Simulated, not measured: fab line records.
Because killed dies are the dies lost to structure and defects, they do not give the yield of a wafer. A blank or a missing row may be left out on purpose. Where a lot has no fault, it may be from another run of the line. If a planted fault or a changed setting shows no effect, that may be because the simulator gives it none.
fab line records	flow gf180mcu	part 1 of 2: steps 1 to 43 of 44
record: lots: 7	wafers: 21	last_day: 33
route steps=602 shown MVSD@75 MVPSD@78 VT_IMPLANT@90 PASSIVATION@602
lots with no fault: from the same line, run without faults
start_h: hours from the record's first day to the start of the lot's first wafer shown	wait_h: hours from the lot's prior step to this one	" identical to the entry in the row above	L1.1+2: one row covering several wafers at once	- no value, or no start was given	* or withheld: withheld	< > ~ a bound
route shown NAME@n: NAME is a module with steps in the file, n the number in the route of the first one	usual: mean and standard deviation over wafers with no fault	same: alike in all rows	chamber/n: place in a boat	sites: per-site readings	_std_site: the standard deviation of these	_edge_site: inner sites' mean taken away from outer sites' mean	radius_mm: how far each site lies from the wafer's centre	mask NAME#n: copy n	behind: the last tool/chamber to shape the wafer	hold: what put the lot on hold/how long, in hours/how the hold closed	device: whichever transistor did not switch (one of n, p or np)	end of line: tests of these same wafers at the route's end	where a step has no rows: the recipe by itself	killed: dies lost to structure and defects at the first sort, not the wafer's yield	map: per-die view of a wafer (x killed, . not killed, _ where there is no die)
set.NAME: the setting as run; set.NAME@STEP: as run at that earlier step	model.NAME: the simulator's own value behind a step, which no gauge read
a table for each step, a row for each wafer; lots at some steps of the route
services: from which hour (start_h, from the record's first day; less than 0 if before it) a tool's chamber was out of use, for how many hours, and why
== steps ==
step: GF_MVSD_IMPLANT_09
recipe: species: P	energy_kev: 100	dose_cm2: 5e+12	tilt_deg: 0
step: GF_MVSD_STRIP_10
recipe: chemistry: O2/N2	power_w: 1400	pressure_mtorr: 1500	platen_temp_c: 250	o2_flow_sccm: 3000	n2_flow_sccm: 300	overash_fraction: 0.5
usual: drypump_motor_current_A: 5.9/0.52	heater_power_w: 321/42	n2_flow_sccm: 300.0/0.84	oes_product_au: 0.723/0.0046	strip_time_to_endpoint_s: 36.94/0.12
lot.wafer	tool	chamber	start_h	wait_h	drypump_motor_current_A	heater_power_w	n2_flow_sccm	oes_product_au	rf_hours_counter_h	strip_time_to_endpoint_s
L548.4	plasma_asher-01	1	88.84	0.1	6.1	303	299.7	0.723	-	37.17
L548.5	"	1	"	"	6.1	301	299.2	0.717	-	37.19
L548.6	"	0	"	"	5.4	314	299.5	0.725	-	37.24
L549.2	plasma_asher-03	1	92.29	0.1	6.7	399	298.9	0.727	28	37.00
L549.3	"	1	"	"	6.7	405	300.2	0.728	-	36.92
L549.6	"	0	"	"	6.1	250	300.7	0.718	-	36.96
L550.1	plasma_asher-01	1	99.54	0.1	6.1	303	300.9	0.723	43	37.14
L550.4	"	0	"	"	5.4	309	299.7	0.721	-	37.17
L550.5	"	0	"	"	5.4	300	299.7	0.723	-	37.21
L554.2	plasma_asher-03	0	122.21	0.1	6.1	247	300.0	0.722	32	36.85
L554.3	"	0	"	"	6.1	241	301.3	0.720	-	36.83
L554.6	"	0	"	"	6.1	246	299.8	0.713	-	36.90
L563.3	plasma_asher-03	0	178.08	0.1	6.1	252	300.4	0.722	-	36.84
L563.4	"	1	"	"	6.7	400	300.4	0.725	-	36.99
L563.5	"	1	"	"	6.7	413	300.6	0.719	-	36.98
L564.1	plasma_asher-04	1	183.24	0.1	6.2	332	301.2	0.721	52	36.87
L564.2	"	0	"	"	5.1	311	299.5	0.732	52	36.80
L564.5	"	0	"	"	5.1	320	301.0	0.723	-	36.82
L565.2	plasma_asher-01	0	189.48	0.1	5.4	329	300.4	0.735	7	36.88
L565.4	"	0	"	"	5.4	317	299.3	0.731	-	36.85
L565.6	"	1	"	"	6.1	308	299.6	0.720	-	36.90
step: GF_MVSD_TW_MEAS_11
usual: MVSD_TW: 1577/9.4
lot.wafer	tool	chamber	start_h	wait_h	MVSD_TW
L548.4	film_metro-03	-	88.94	0.1	1577
L548.5	"	-	"	"	1583
L548.6	"	-	"	"	1586
L549.2	film_metro-03	-	92.40	0.1	1574
L549.3	"	-	"	"	1576
L549.6	"	-	"	"	1581
L550.1	film_metro-01	-	99.64	0.1	1579
L550.4	"	-	"	"	1576
L550.5	"	-	"	"	1583
L554.2	film_metro-02	-	122.32	0.1	1566
L554.3	"	-	"	"	1571
L554.6	"	-	"	"	1567
L563.3	film_metro-03	-	178.16	0.1	1580
L563.4	"	-	"	"	1576
L563.5	"	-	"	"	1574
L564.1	film_metro-01	-	183.34	0.1	1582
L564.2	"	-	"	"	1582
L564.5	"	-	"	"	1583
L565.2	film_metro-02	-	189.59	0.1	1572
L565.4	"	-	"	"	1570
L565.6	"	-	"	"	1574
step: GF_MVPSD_DEHYDRATE_00
recipe: temp_c: 200	time_s: 60
step: GF_MVPSD_HMDS_01
recipe: prime_time_s: 60	prime_temp_c: 120
step: GF_MVPSD_COAT_02
recipe: spin_rpm: 2000	resist_thk_nm: 3000
step: GF_MVPSD_SOFTBAKE_03
recipe: temp_c: 110	time_s: withheld
step: GF_MVPSD_EXPOSE_04
recipe: mask_id: MVPSD	target_cd_nm: 1000	na: 0.6	source_shape: conventional	sigma_outer: 0.6	dose_mj: 260
step: GF_MVPSD_PEB_05
recipe: temp_c: 115	time_s: withheld
step: GF_MVPSD_DEVELOP_06
recipe: wall_angle_deg: 90	develop_time_s: 60	dev_temp_c: 23
step: GF_MVPSD_OVL_MEAS_07
usual: MVPSD_OVL: 0.4/1.6
lot.wafer	tool	chamber	start_h	wait_h	MVPSD_OVL[nm]
L548.4	overlay-02	-	102.51	-	-3.3
L548.5	"	-	"	"	-1.2
L548.6	"	-	"	"	-2.4
L549.2	overlay-01	-	106.93	-	1.4
L549.3	"	-	"	"	2.5
L549.6	"	-	"	"	2.3
L550.1	overlay-01	-	113.81	-	-0.1
L550.4	"	-	"	"	3.3
L550.5	"	-	"	"	4.3
L554.2	overlay-01	-	137.33	-	-0.1
L554.3	"	-	"	"	0.0
L554.6	"	-	"	"	1.0
L563.3	overlay-02	-	194.78	-	2.0
L563.4	"	-	"	"	0.7
L563.5	"	-	"	"	1.2
L564.1	overlay-01	-	200.24	-	0.8
L564.2	"	-	"	"	-0.8
L564.5	"	-	"	"	-1.2
L565.2	overlay-02	-	206.38	-	0.7
L565.4	"	-	"	"	0.5
L565.6	"	-	"	"	0.7
step: GF_MVPSD_IMPLANT_08
recipe: species: B	energy_kev: 170	dose_cm2: 1.524e+13	tilt_deg: 0
step: GF_MVPSD_IMPLANT_09
recipe: species: B	energy_kev: 40	dose_cm2: 5e+12	tilt_deg: 0
usual: implant_ion_amu: 11/0
lot.wafer	tool	chamber	start_h	wait_h	implant_ion_amu	model.implant.rp_nm	model.implant.drp_nm
L548.4	implanter-04	0	102.75	0.1	11	129.2	51.21
L548.5	"	0	"	"	11	129.2	51.21
L548.6	"	0	"	"	11	129.2	51.21
L549.2	implanter-01	0	107.13	0.1	11	127.8	51.21
L549.3	"	0	"	"	11	127.8	51.21
L549.6	"	0	"	"	11	127.8	51.21
L550.1	implanter-01	0	114.00	0.1	11	126.4	51.21
L550.4	"	0	"	"	11	126.4	51.21
L550.5	"	0	"	"	11	126.4	51.21
L554.2	implanter-04	0	137.53	0.1	11	130.3	51.21
L554.3	"	0	"	"	11	130.3	51.21
L554.6	"	0	"	"	11	130.3	51.21
L563.3	implanter-01	0	195.01	0.1	49	30.87	15.86
L563.4	"	0	"	"	49	30.87	15.86
L563.5	"	0	"	"	49	30.87	15.86
L564.1	implanter-04	0	200.43	0.1	49	30.67	15.86
L564.2	"	0	"	"	49	30.67	15.86
L564.5	"	0	"	"	49	30.67	15.86
L565.2	implanter-04	0	206.58	0.1	49	30.2	15.86
L565.4	"	0	"	"	49	30.2	15.86
L565.6	"	0	"	"	49	30.2	15.86
step: GF_MVPSD_STRIP_10
recipe: chemistry: O2/N2	power_w: 1400	pressure_mtorr: 1500	platen_temp_c: 250	o2_flow_sccm: 3000	n2_flow_sccm: 300	overash_fraction: 0.5
usual: drypump_motor_current_A: 5.9/0.36	heater_power_w: 320/37	n2_flow_sccm: 300.1/0.9	oes_product_au: 0.723/0.0045	strip_time_to_endpoint_s: 36.89/0.12
lot.wafer	tool	chamber	start_h	wait_h	drypump_motor_current_A	heater_power_w	n2_flow_sccm	oes_product_au	rf_hours_counter_h	strip_time_to_endpoint_s
L548.4	plasma_asher-02	1	102.86	0.1	6.0	342	298.7	0.726	-	36.98
L548.5	"	1	"	"	6.0	335	299.5	0.722	-	37.15
L548.6	"	0	"	"	5.8	296	300.7	0.723	-	37.15
L549.2	plasma_asher-02	1	107.26	0.1	6.0	338	299.3	0.715	48	37.06
L549.3	"	1	"	"	6.0	332	299.4	0.724	-	37.11
L549.6	"	1	"	"	6.0	344	299.4	0.728	-	37.12
L550.1	plasma_asher-02	1	114.15	0.1	6.0	346	299.5	0.717	49	36.94
L550.4	"	0	"	"	5.8	309	299.5	0.727	-	36.97
L550.5	"	0	"	"	5.8	298	300.9	0.727	-	36.90
L554.2	plasma_asher-02	0	137.66	0.1	5.8	301	299.7	0.725	51	37.02
L554.3	"	1	"	"	6.0	342	301.9	0.722	-	36.96
L554.6	"	0	"	"	5.8	301	298.3	0.725	-	36.99
L563.3	plasma_asher-01	0	195.14	0.1	5.4	325	299.5	0.721	-	36.98
L563.4	"	1	"	"	6.1	318	298.4	0.729	-	37.01
L563.5	"	1	"	"	6.1	315	300.2	0.722	-	37.03
L564.1	plasma_asher-02	0	200.58	0.1	5.8	300	301.5	0.727	58	36.75
L564.2	"	1	"	"	6.0	339	300.3	0.718	58	36.85
L564.5	"	1	"	"	6.0	345	300.8	0.729	-	36.77
L565.2	plasma_asher-01	0	206.71	0.1	5.4	327	299.3	0.718	9	37.02
L565.4	"	0	"	"	5.4	322	300.2	0.725	-	37.09
L565.6	"	0	"	"	5.4	315	301.2	0.720	-	37.01
step: GF_MVPSD_TW_MEAS_11
usual: MVPSD_TW: 555.8/2.9
lot.wafer	tool	chamber	start_h	wait_h	MVPSD_TW
L548.4	film_metro-03	-	102.96	0.1	556.8
L548.5	"	-	"	"	555.5
L548.6	"	-	"	"	557.0
L549.2	film_metro-03	-	107.37	0.1	553.8
L549.3	"	-	"	"	554.6
L549.6	"	-	"	"	558.0
L550.1	film_metro-03	-	114.25	0.1	555.3
L550.4	"	-	"	"	556.8
L550.5	"	-	"	"	555.8
L554.2	film_metro-03	-	137.77	0.1	557.9
L554.3	"	-	"	"	559.6
L554.6	"	-	"	"	557.7
L563.3	film_metro-03	-	195.23	0.1	652.1
L563.4	"	-	"	"	649.5
L563.5	"	-	"	"	654.2
L564.1	film_metro-02	-	200.68	0.1	640.5
L564.2	"	-	"	"	641.6
L564.5	"	-	"	"	638.7
L565.2	film_metro-01	-	206.82	0.1	649.7
L565.4	"	-	"	"	646.8
L565.6	"	-	"	"	647.6
step: GF_VT_IMPLANT_DEHYDRATE_00
recipe: temp_c: 200	time_s: 60
step: GF_VT_IMPLANT_HMDS_01
recipe: prime_time_s: 60	prime_temp_c: 120
step: GF_VT_IMPLANT_COAT_02
recipe: resist: NOVOLAK	spin_rpm: 3000	resist_thk_nm: 1000
step: GF_VT_IMPLANT_SOFTBAKE_03
recipe: temp_c: 90	time_s: 60	resist: NOVOLAK
step: GF_VT_IMPLANT_EXPOSE_04
recipe: mask_id: LVPWELL_LV_AREA	target_cd_nm: 600	na: 0.6	source_shape: conventional	sigma_outer: 0.6	dose_mj: 140
step: GF_VT_IMPLANT_PEB_05
recipe: temp_c: withheld	time_s: *	resist: NOVOLAK
step: GF_VT_IMPLANT_DEVELOP_06
recipe: develop_time_s: 60	dev_temp_c: 23
step: GF_VT_IMPLANT_OVL_MEAS_07
usual: VT_IMPLANT_OVL: 0.5/1.3
lot.wafer	tool	chamber	start_h	wait_h	VT_IMPLANT_OVL[nm]
L548.4	overlay-02	-	117.14	0.1	1.2
L548.5	"	-	"	"	0.9
L548.6	"	-	"	"	1.4
L549.2	overlay-01	-	121.66	0.1	-1.6
L549.3	"	-	"	"	-1.7
L549.6	"	-	"	"	-1.0
L550.1	overlay-01	-	128.92	0.1	0.9
L550.4	"	-	"	"	1.7
L550.5	"	-	"	"	1.0
L554.2	overlay-01	-	153.63	0.1	-0.4
L554.3	"	-	"	"	1.0
L554.6	"	-	"	"	-1.4
L563.3	overlay-01	-	212.52	0.1	1.3
L563.4	"	-	"	"	1.0
L563.5	"	-	"	"	-0.1
L564.1	overlay-01	-	218.22	0.1	1.2
L564.2	"	-	"	"	2.5
L564.5	"	-	"	"	1.4
L565.2	overlay-02	-	225.33	0.1	-1.8
L565.4	"	-	"	"	-0.7
L565.6	"	-	"	"	-1.2
step: GF_VT_IMPLANT_IMPLANT_08
recipe: species: BF2	energy_kev: 20.33	dose_cm2: 8.29e+12	tilt_deg: 7
step: GF_VT_IMPLANT_STRIP_09
recipe: chemistry: O2/N2	power_w: 1400	pressure_mtorr: 1500	platen_temp_c: 250	o2_flow_sccm: 3000	n2_flow_sccm: 300	overash_fraction: 0.5
usual: drypump_motor_current_A: 6.0/0.49	heater_power_w: 324/49	n2_flow_sccm: 300.0/0.94	oes_product_au: 0.716/0.0051	strip_time_to_endpoint_s: 12.62/0.035
lot.wafer	tool	chamber	start_h	wait_h	drypump_motor_current_A	heater_power_w	n2_flow_sccm	oes_product_au	rf_hours_counter_h	strip_time_to_endpoint_s
L548.4	plasma_asher-04	0	117.34	0.1	5.0	321	302.0	0.715	-	12.59
L548.5	"	0	"	"	5.1	311	301.7	0.715	-	12.63
L548.6	"	1	"	"	6.2	329	300.4	0.719	-	12.61
L549.2	plasma_asher-04	1	121.84	0.1	6.2	339	300.1	0.721	47	12.60
L549.3	"	0	"	"	5.1	323	299.2	0.713	-	12.61
L549.6	"	0	"	"	5.0	322	298.9	0.718	-	12.59
L550.1	plasma_asher-03	0	129.11	0.1	6.0	247	300.1	0.720	32	12.66
L550.4	"	0	"	"	6.1	252	299.1	0.712	-	12.68
L550.5	"	0	"	"	6.1	244	299.9	0.718	-	12.66
L554.2	plasma_asher-02	0	153.81	0.1	5.9	298	300.6	0.722	53	12.62
L554.3	"	1	"	"	6.0	341	299.8	0.718	-	12.58
L554.6	"	0	"	"	5.9	298	298.9	0.710	-	12.60
L563.3	plasma_asher-02	0	212.72	0.1	5.8	311	299.5	0.704	-	12.67
L563.4	"	1	"	"	6.0	332	300.0	0.712	-	12.61
L563.5	"	0	"	"	5.8	303	300.8	0.720	-	12.60
L564.1	plasma_asher-04	0	218.41	0.1	5.0	328	299.9	0.720	56	12.59
L564.2	"	1	"	"	6.3	330	299.8	0.719	56	12.62
L564.5	"	1	"	"	6.3	334	300.7	0.718	-	12.65
L565.2	plasma_asher-04	1	225.51	0.1	6.2	325	300.8	0.723	57	12.65
L565.4	"	0	"	"	5.0	323	300.1	0.724	-	12.59
L565.6	"	0	"	"	5.1	324	300.1	0.710	-	12.59
step: GF_VT_IMPLANT_TW_MEAS_10
usual: VT_IMPLANT_TW: 564/3.5
lot.wafer	tool	chamber	start_h	wait_h	VT_IMPLANT_TW
L548.4	film_metro-03	-	117.44	0.1	565
L548.5	"	-	"	"	567
L548.6	"	-	"	"	567
L549.2	film_metro-03	-	121.95	0.1	568
L549.3	"	-	"	"	567
L549.6	"	-	"	"	569
L550.1	film_metro-01	-	129.21	0.1	567
L550.4	"	-	"	"	565
L550.5	"	-	"	"	566
L554.2	film_metro-04	-	153.92	0.1	563
L554.3	"	-	"	"	561
L554.6	"	-	"	"	564
L563.3	film_metro-01	-	212.81	0.1	562
L563.4	"	-	"	"	560
L563.5	"	-	"	"	563
L564.1	film_metro-01	-	218.51	0.1	569
L564.2	"	-	"	"	572
L564.5	"	-	"	"	574
L565.2	film_metro-04	-	225.62	0.1	559
L565.4	"	-	"	"	558
L565.6	"	-	"	"	560
step: GF_VT_IMPLANT_DEHYDRATE_11
recipe: temp_c: 200	time_s: 60
step: GF_VT_IMPLANT_HMDS_12
recipe: prime_time_s: 60	prime_temp_c: 120
step: GF_VT_IMPLANT_COAT_13
recipe: resist: NOVOLAK	spin_rpm: 3000	resist_thk_nm: 1000
step: GF_VT_IMPLANT_SOFTBAKE_14
recipe: temp_c: 90	time_s: 60	resist: NOVOLAK
step: GF_VT_IMPLANT_EXPOSE_15
recipe: mask_id: Nwell_LV_AREA	target_cd_nm: 860	na: 0.6	source_shape: conventional	sigma_outer: 0.6	dose_mj: 140
step: GF_VT_IMPLANT_PEB_16
recipe: temp_c: withheld	time_s: *	resist: NOVOLAK
step: GF_VT_IMPLANT_DEVELOP_17
recipe: develop_time_s: 60	dev_temp_c: 23
step: GF_VT_IMPLANT_OVL_MEAS_18
usual: VT_IMPLANT_01_OVL: 0.1/1.2
lot.wafer	tool	chamber	start_h	wait_h	VT_IMPLANT_01_OVL[nm]
L548.4	overlay-02	-	132.07	0.1	0.3
L548.5	"	-	"	"	1.7
L548.6	"	-	"	"	-0.2
L549.2	overlay-01	-	136.37	0.1	0.4
L549.3	"	-	"	"	1.9
L549.6	"	-	"	"	0.0
L550.1	overlay-01	-	143.97	0.1	0.5
L550.4	"	-	"	"	1.2
L550.5	"	-	"	"	1.3
L554.2	overlay-01	-	169.71	0.1	0.2
L554.3	"	-	"	"	0.5
L554.6	"	-	"	"	-0.4
L563.3	overlay-01	-	231.12	0.1	0.5
L563.4	"	-	"	"	0.8
L563.5	"	-	"	"	1.7
L564.1	overlay-01	-	236.01	0.1	0.0
L564.2	"	-	"	"	0.1
L564.5	"	-	"	"	-0.7
L565.2	overlay-02	-	242.91	0.1	-1.5
L565.4	"	-	"	"	-2.5
L565.6	"	-	"	"	0.1
step: GF_VT_IMPLANT_IMPLANT_19
recipe: species: As	energy_kev: 100	dose_cm2: 4.35e+12	tilt_deg: 7
step: GF_VT_IMPLANT_STRIP_20
recipe: chemistry: O2/N2	power_w: 1400	pressure_mtorr: 1500	platen_temp_c: 250	o2_flow_sccm: 3000	n2_flow_sccm: 300	overash_fraction: 0.5
usual: drypump_motor_current_A: 6.0/0.5	heater_power_w: 324/48	n2_flow_sccm: 299.9/0.84	oes_product_au: 0.716/0.0045	strip_time_to_endpoint_s: 12.60/0.032
lot.wafer	tool	chamber	start_h	wait_h	drypump_motor_current_A	heater_power_w	n2_flow_sccm	oes_product_au	rf_hours_counter_h	strip_time_to_endpoint_s
L548.4	plasma_asher-03	0	132.28	0.1	6.1	250	301.1	0.710	-	12.61
L548.5	"	1	"	"	6.7	397	299.1	0.718	-	12.52
L548.6	"	0	"	"	6.1	250	299.4	0.720	-	12.53
L549.2	plasma_asher-03	1	136.55	0.1	6.7	389	300.0	0.713	33	12.54
L549.3	"	1	"	"	6.7	398	300.6	0.717	-	12.58
L549.6	"	0	"	"	6.1	248	299.6	0.715	-	12.59
L550.1	plasma_asher-03	0	144.16	0.1	6.1	252	298.3	0.718	34	12.61
L550.4	"	0	"	"	6.1	251	299.9	0.715	-	12.62
L550.5	"	1	"	"	6.7	412	300.3	0.712	-	12.63
L554.2	plasma_asher-04	0	169.89	0.1	5.1	319	300.9	0.719	51	12.60
L554.3	"	0	"	"	5.1	316	301.3	0.717	-	12.57
L554.6	"	0	"	"	5.0	318	299.5	0.718	-	12.57
L563.3	plasma_asher-02	0	231.33	0.1	5.8	306	301.1	0.717	-	12.63
L563.4	"	1	"	"	6.0	351	299.4	0.719	-	12.61
L563.5	"	0	"	"	5.8	302	300.0	0.722	-	12.63
L564.1	plasma_asher-04	0	236.19	0.1	5.0	316	299.6	0.715	58	12.58
L564.2	"	1	"	"	6.2	337	298.0	0.706	58	12.59
L564.5	"	0	"	"	5.0	320	299.2	0.716	-	12.63
L565.2	plasma_asher-02	1	243.09	0.1	6.0	340	298.4	0.717	62	12.65
L565.4	"	0	"	"	5.8	301	300.4	0.710	-	12.67
L565.6	"	1	"	"	6.0	340	298.8	0.711	-	12.65
step: GF_VT_IMPLANT_TW_MEAS_21
usual: VT_IMPLANT_2_TW: 1214/7.6
lot.wafer	tool	chamber	start_h	wait_h	VT_IMPLANT_2_TW
L548.4	film_metro-03	-	132.37	0.1	1219
L548.5	"	-	"	"	1213
L548.6	"	-	"	"	1220
L549.2	film_metro-01	-	136.66	0.1	1221
L549.3	"	-	"	"	1223
L549.6	"	-	"	"	1215
L550.1	film_metro-04	-	144.26	0.1	1205
L550.4	"	-	"	"	1209
L550.5	"	-	"	"	1202
L554.2	film_metro-03	-	170.01	0.1	1218
L554.3	"	-	"	"	1216
L554.6	"	-	"	"	1220
L563.3	film_metro-03	-	231.41	0.1	1215
L563.4	"	-	"	"	1211
L563.5	"	-	"	"	1216
L564.1	film_metro-01	-	236.29	0.1	1224
L564.2	"	-	"	"	1225
L564.5	"	-	"	"	1227
L565.2	film_metro-04	-	243.20	0.1	1219
L565.4	"	-	"	"	1203
L565.6	"	-	"	"	1212
step: GF_VT_IMPLANT_DEHYDRATE_22
recipe: temp_c: 200	time_s: 60
step: GF_VT_IMPLANT_HMDS_23
recipe: prime_time_s: 60	prime_temp_c: 120
step: GF_VT_IMPLANT_COAT_24
recipe: resist: NOVOLAK	spin_rpm: 3000	resist_thk_nm: 1000
step: GF_VT_IMPLANT_SOFTBAKE_25
recipe: temp_c: 90	time_s: 60	resist: NOVOLAK
step: GF_VT_IMPLANT_EXPOSE_26
recipe: mask_id: LVPWELL_HV_AREA	target_cd_nm: 860	na: 0.6	source_shape: conventional	sigma_outer: 0.6	dose_mj: 140
step: GF_VT_IMPLANT_RS_MEAS_49
recipe: thk_meas_gauge: four-point-probe
usual: MVPSD_RS: 1158.3/2.5
lot.wafer	tool	chamber	start_h	wait_h	MVPSD_RS[ohm/sq]
L548.4	film_metro-01	-	164.27	0.1	1157.3
L548.5	"	-	"	"	1156.7
L548.6	"	-	"	"	1155.7
L549.2	film_metro-01	-	169.63	0.1	1159.4
L549.3	"	-	"	"	1157.7
L549.6	"	-	"	"	1159.6
L550.1	film_metro-03	-	177.66	0.1	1155.9
L550.4	"	-	"	"	1157.4
L550.5	"	-	"	"	1157.2
L554.2	film_metro-02	-	204.91	0.1	1161.3
L554.3	"	-	"	"	1159.5
L554.6	"	-	"	"	1158.1
L563.3	film_metro-03	-	269.65	0.1	1183.0
L563.4	"	-	"	"	1188.3
L563.5	"	-	"	"	1186.4
L564.1	film_metro-01	-	275.37	0.1	1189.0
L564.2	"	-	"	"	1185.9
L564.5	"	-	"	"	1185.9
L565.2	film_metro-02	-	281.39	0.1	1190.6
L565.4	"	-	"	"	1186.7
L565.6	"	-	"	"	1187.0
== key ==
first_sign: step: GF_MVPSD_IMPLANT_09	reading: implant_ion_amu	direction: up	sigmas: 99+	usual: 11	struck: 49
effect: step: GF_MVPSD_TW_MEAS_11	reading: MVPSD_TW	direction: up	sigmas: 31	usual: 555.8	struck: 646.7
effect: step: GF_VT_IMPLANT_RS_MEAS_49	reading: MVPSD_RS	direction: up	sigmas: 11	usual: 1158.3	struck: 1187.0
model_effect: step: GF_MVPSD_IMPLANT_09	value: implant.rp_nm	without: 130.6	struck: 30.58
model_effect: step: GF_PASSIVATION_PROBE_99	value: etest.ldpmos_10p0.r_on_ohm_um	without: 1.097e+04	struck: 1.255e+04
met_at GF_MVPSD_IMPLANT_09
struck_wafers L563.3,L563.4,L563.5,L564.1,L564.2,L564.5,L565.2,L565.4,L565.6
tester_left_out L563,L564,L565
onset_between 137.53 195.01
fault: kind: wrong_recipe_download	tool: implanter-01,implanter-03,implanter-04	chamber: -	onset_h: 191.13	steps: GF_MVPSD_IMPLANT_09	wrong_recipe.not_listed: 1
tester_left_out: of these lots the tester's yield and bins aren't shown, on N5 and GAA mostly nor the transistor test; their killed dies are dies lost to structure and defects alone, not to doping, threshold or leakage, so they don't give the yield
